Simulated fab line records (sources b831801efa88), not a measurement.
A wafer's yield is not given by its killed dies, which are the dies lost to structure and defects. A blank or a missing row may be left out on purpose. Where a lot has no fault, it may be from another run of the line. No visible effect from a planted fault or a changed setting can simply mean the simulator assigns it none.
Code-filled problem report in 8D (eight disciplines) form -- flow sfq_line -- the parts of the form that need people (team, actions taken, sign-off) are left out

## 1. THE ISSUE
Wafers without a fault read 70.00 s with a standard deviation of 0.29, while run_length_s at SFQ_TRILAYER_M0_BARC_OPEN_METAL_ETCH_031 averages 86.04 s across 2 wafers of 1 lot. Relative to the usual mean, that is a shift of +55 standard deviations.
The step: etches BARC in O2, target depth 125 nm, time 41.7 s.
Earliest sighting: wafer L638.2 on rie_metal-03 at day 17 08:38. At this step, 39 wafers from 13 lots have a number in the record. By rule, "out" or "out of limits" means more than 4 standard deviations away from the usual mean. The other wafers with a number count as sound.

## 2. WHAT THIS IS AND IS NOT
question,is,is not
which readings at this step,"run_length_s, oes_product_au",drypump_motor_current_A
which lots,L638,"L625, L626, L628, L630, L631, L632, L633, L634, L643, L644, L647, L648"
which wafers of those lots,"L638.2, L638.3",L638.1
read on which tools,rie_metal-03,"rie_metal-02, rie_metal-04"
when,from day 17 08:38,"up to then (25 sound wafers); but 12 sound wafers of L643, L644, L647, L648 came after"

## 3. THE SUSPECTS, EACH WITH WHAT RULES IT OUT
Counting: if a tool at a process step up to the reading ran every lot that is out, it stays a suspect. Sound lots after the first of them don't rule it out here, since some wafers of a struck lot are sound.
- rie_metal-03 at SFQ_TRILAYER_M0_BARC_OPEN_METAL_ETCH_031 (etches BARC in O2, target depth 125 nm, time 41.7 s): kept. It processed L638, the lot that is out, at day 17 08:38, and its most recent sound lot before then was L634 at day 15 19:37. On those wafers its own readings are out: oes_product_au, run_length_s.
- At SFQ_TRILAYER_M0_BARC_OPEN_METAL_ETCH_031 on rie_metal-03, chamber 0 took the sound wafers of the same lots and chamber 1 took the wafers that are out.
Remaining after the count: rie_metal-03 at SFQ_TRILAYER_M0_BARC_OPEN_METAL_ETCH_031.

## 4. THE CAUSE (what the simulator had put in)
rie_metal-03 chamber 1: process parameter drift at SFQ_TRILAYER_M0_BARC_OPEN_METAL_ETCH_031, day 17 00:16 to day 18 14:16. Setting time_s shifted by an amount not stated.
Only this tool survived the counting.

## 5. THE EFFECT CHAIN, in route order
Each row: a reading where the mean over the struck wafers with a number is more than 3 standard deviations away from the usual. Scope: only readings with a usual standard deviation given in the record; hours: median across lots of the time from each lot's start at the first step in this table that gives one to its start at this step; sigmas: change in usual standard deviations.
hours,step,reading,usual,on struck wafers,change,sigmas
0,SFQ_TRILAYER_M0_BARC_OPEN_METAL_ETCH_031,oes_product_au,0.684 a.u.,0.597,-0.087,-18
0,SFQ_TRILAYER_M0_BARC_OPEN_METAL_ETCH_031,run_length_s,70.00 s,86.04,+16.04,+55
Here are the process steps it includes:
- SFQ_TRILAYER_M0_BARC_OPEN_METAL_ETCH_031: etches BARC in O2, target depth 125 nm, time 41.7 s.
At these later measuring or inspecting steps, every struck wafer for which the step has a row has a number for every such reading, and none has moved that far: SFQ_R5_THK_MEAS_934.

## 6. HOW IT WOULD HAVE BEEN CAUGHT EARLIER
8 hours passed between the start of the fault at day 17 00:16 and the first reading out of limits in this record, taken at day 17 08:38.
